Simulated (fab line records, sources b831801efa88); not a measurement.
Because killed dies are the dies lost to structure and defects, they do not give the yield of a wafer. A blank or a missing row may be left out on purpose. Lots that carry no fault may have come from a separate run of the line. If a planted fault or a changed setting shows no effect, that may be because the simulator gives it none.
The tool behind it: which one? -- flow sky130 -- 12 lots, 36 wafers sampled, at 7 steps of a route of 708

== WHAT EACH GAUGE READ, for each wafer ==
SKY_FIELD_ISO_CD_MEAS_13: target cd 150 nm. Usual: cd nm at 150.0 nm, with a standard deviation of 1.4.
lot,measured,on,cd nm (nm),flag
L950,day 2 05:05,cd sem-01,149.9 149.9 150.4,
L953,day 2 23:27,cd sem-01,149.7 148.4 147.7,
L959,day 4 08:44,cd sem-02,150.6 150.5 149.7,
L961,day 4 13:45,cd sem-02,148.3 148.8 148.6,
L962,day 4 20:31,cd sem-02,149.1 149.7 148.6,
L963,day 4 23:35,cd sem-01,151.6 149.9 151.7,
L965,day 5 12:53,cd sem-02,150.6 152.5 150.5,
L966,day 5 19:04,cd sem-01,150.6 151.3 150.7,
L968,day 6 01:49,cd sem-02,146.1 148.2 147.6,
L970,day 6 13:17,cd sem-01,147.6 147.1 149.1,
L971,day 6 17:14,cd sem-02,149.0 149.6 149.5,
L973,day 7 08:46,cd sem-02,151.8 152.5 152.0,

SKY_VT_ADJUST_LVTN_OVL_MEAS_07. Usual: VT_ADJUST_LVTN_OVL gives -0.2 nm (standard deviation 1.2).
lot,measured,on,VT_ADJUST_LVTN_OVL (nm),flag
L950,day 6 19:58,overlay-02,-0.6 0.3 0.3,
L953,day 8 00:05,overlay-01,1.3 1.1 -0.1,
L959,day 9 16:43,overlay-02,2.6 1.2 1.1,
L961,day 9 20:53,overlay-02,- - -,OFF
L962,day 10 01:27,overlay-02,- - -,OFF
L963,day 10 09:04,overlay-02,- - -,OFF
L965,day 10 22:03,overlay-01,2.2 -1.0 0.2,
L966,day 11 08:34,overlay-02,0.3 0.7 0.4,
L968,day 11 17:25,overlay-02,-1.9 -0.3 1.3,
L970,day 12 08:31,overlay-01,-0.8 -2.7 -2.0,
L971,day 12 11:25,overlay-01,0.1 0.6 0.5,
L973,day 13 07:22,overlay-02,-0.6 -1.6 1.7,

SKY_VT_ADJUST_LVTN_TW_MEAS_21. Usual: VT_ADJUST_LVTN_2_TW gives 189.0 (standard deviation 1.4).
lot,measured,on,VT_ADJUST_LVTN_2_TW,flag
L950,day 7 16:10,film metro-04,186.7 187.2 186.1,
L953,day 8 20:19,film metro-02,191.1 191.5 191.7,
L959,day 10 15:18,film metro-04,186.8 187.5 186.9,
L961,day 10 19:52,film metro-03,269.5 268.5 268.2,OFF
L962,day 10 23:51,film metro-03,268.9 268.7 267.5,OFF
L963,day 11 09:03,film metro-04,267.1 264.8 265.8,OFF
L965,day 11 22:12,film metro-03,189.6 189.7 190.4,
L966,day 12 09:10,film metro-04,187.9 188.2 187.9,
L968,day 12 18:04,film metro-04,187.3 187.2 189.0,
L970,day 13 09:46,film metro-03,188.1 188.8 188.4,
L971,day 13 13:03,film metro-04,189.5 188.7 188.9,
L973,day 14 09:32,film metro-04,187.2 186.9 187.1,

SKY_VT_ADJUST_NCORE_OVL_MEAS_08. Usual: VT_ADJUST_NCORE_OVL gives 0.4 nm (standard deviation 1.4).
lot,measured,on,VT_ADJUST_NCORE_OVL (nm),flag
L950,day 8 12:32,overlay-01,0.3 -0.3 -0.5,
L953,day 9 17:09,overlay-02,-0.5 -1.2 -1.5,
L959,day 11 15:14,overlay-02,1.3 -0.1 0.2,
L961,day 11 18:57,overlay-01,0.6 -0.3 -0.3,
L962,day 11 23:20,overlay-01,-0.2 -1.0 0.4,
L963,day 12 09:01,overlay-01,-1.4 0.6 -1.9,
L965,day 12 22:43,overlay-01,0.5 -0.8 -1.8,
L966,day 13 10:16,overlay-01,-1.2 1.1 0.7,
L968,day 13 18:24,overlay-02,0.8 3.4 1.6,
L970,day 14 11:16,overlay-02,1.2 0.2 -0.8,
L971,day 14 14:58,overlay-02,0.1 -1.6 -0.8,
L973,day 15 12:08,overlay-01,-1.8 -2.1 0.8,

SKY_VT_ADJUST_NCORE_TW_MEAS_11. Usual: VT_ADJUST_NCORE_TW gives 219.2 (standard deviation 1.9).
lot,measured,on,VT_ADJUST_NCORE_TW,flag
L950,day 8 12:50,film metro-03,221.7 221.0 221.4,
L953,day 9 17:26,film metro-02,221.8 221.3 221.9,
L959,day 11 15:31,film metro-01,216.6 216.9 217.2,
L961,day 11 19:14,film metro-03,286.0 286.7 285.8,OFF
L962,day 11 23:37,film metro-01,280.3 280.7 279.5,OFF
L963,day 12 09:18,film metro-01,280.5 279.5 281.1,OFF
L965,day 12 22:59,film metro-03,221.3 221.3 221.1,
L966,day 13 10:33,film metro-01,218.7 217.0 218.6,
L968,day 13 18:45,film metro-03,219.7 219.2 218.9,
L970,day 14 11:33,film metro-01,216.5 216.2 216.5,
L971,day 14 15:14,film metro-03,219.2 220.1 220.3,
L973,day 15 12:25,film metro-03,220.8 219.2 220.6,

SKY_VT_ADJUST_HVTR_CD_MEAS_07: target cd 380 nm. Usual: cd nm at 379.2 nm, with a standard deviation of 2.9.
lot,measured,on,cd nm (nm),flag
L950,day 9 10:34,cd sem-02,381.2 381.9 378.8,
L953,day 10 15:07,cd sem-02,382.9 377.9 379.2,
L959,day 12 15:33,cd sem-02,379.2 380.4 380.8,
L961,day 12 20:02,cd sem-02,379.4 382.2 380.9,
L962,day 12 23:32,cd sem-01,377.4 378.7 376.8,
L963,day 13 10:28,cd sem-01,376.2 375.7 376.6,
L965,day 14 00:21,cd sem-01,379.8 379.6 380.2,
L966,day 14 11:41,cd sem-01,382.2 381.7 382.4,
L968,day 14 20:52,cd sem-01,379.7 379.5 380.5,
L970,day 15 14:13,cd sem-01,383.6 380.4 382.6,
L971,day 15 18:07,cd sem-02,380.7 379.1 378.4,
L973,day 16 16:52,cd sem-01,377.9 379.3 380.4,

== WHAT TOOL EACH LOT RAN ON (gives the tool, then ch and the chambers of the sampled wafers, and finally the start) ==
lot,SKY_VT_ADJUST_LVTN_COAT_02
L950,"litho track-03 ch 0, day 6 10:29"
L953,"litho track-04 ch 0, day 7 13:55"
L959,"litho track-04 ch 0, day 9 06:13"
L961,"litho track-04, day 9 10:28"
L962,"litho track-04, day 9 14:46"
L963,"litho track-01, day 9 21:50"
L965,"litho track-04 ch 0, day 10 10:46"
L966,"litho track-01 ch 0, day 10 20:29"
L968,"litho track-01 ch 0, day 11 06:14"
L970,"litho track-03 ch 0, day 11 19:08"
L971,"litho track-03 ch 0, day 11 23:01"
L973,"litho track-01 ch 0, day 12 18:39"
- SKY_VT_ADJUST_LVTN_COAT_02: resist thk 3000 nm.

== WHAT THE TOOLS THEMSELVES READ (means of the sampled wafers that have a number; where no wafer has one, the mark that the record gives instead) ==
SKY_VT_ADJUST_LVTN_COAT_02. Usual: chill plate temp C 23.00 C, standard deviation 0.097; dispense pressure kPa 52.0 kPa, standard deviation 2.
lot,tool,chill plate temp C (C),dispense pressure kPa (kPa),flag
L950,litho track-03,23.03,55.5,
L953,litho track-04,23.02,51.1,
L959,litho track-04,22.90,51.2,
L961,litho track-04,-,-,OFF
L962,litho track-04,-,-,OFF
L963,litho track-01,-,-,OFF
L965,litho track-04,22.96,51.1,
L966,litho track-01,22.98,50.6,
L968,litho track-01,22.96,50.6,
L970,litho track-03,22.91,55.4,
L971,litho track-03,23.11,55.5,
L973,litho track-01,23.04,50.5,

== THE ANSWER, worked out from the rows above alone ==
Rule: a lot counts as off when the mean over its wafers that have a number is more than 3 standard deviations away from the usual mean. A lot without any number at a reading at which 4 lots or more have one is off too. The other lots that the step has rows for count as sound. First the gauges in route order, then the tools' own readings, where a lot's mean is used as printed above. The first step at which some lot is off is used, and at that step the reading that is off furthest; a lot without a number counts as furthest.
Off: L961, L962, L963, seen at SKY_VT_ADJUST_LVTN_OVL_MEAS_07 (VT_ADJUST_LVTN_OVL). Without a number there: L961, L962, L963.
A tool fits if, at a process step before that reading, it ran every lot that is off, and no sound lot after the first of them. Not tried: the gauges at SKY_VT_ADJUST_LVTN_OVL_MEAS_07; whatever is off there is also off at SKY_VT_ADJUST_LVTN_TW_MEAS_21, on other tools, and gauge error can't account for it. No candidate that was tried fits.

== WHAT HAD BEEN PUT IN BY THE SIMULATOR ==
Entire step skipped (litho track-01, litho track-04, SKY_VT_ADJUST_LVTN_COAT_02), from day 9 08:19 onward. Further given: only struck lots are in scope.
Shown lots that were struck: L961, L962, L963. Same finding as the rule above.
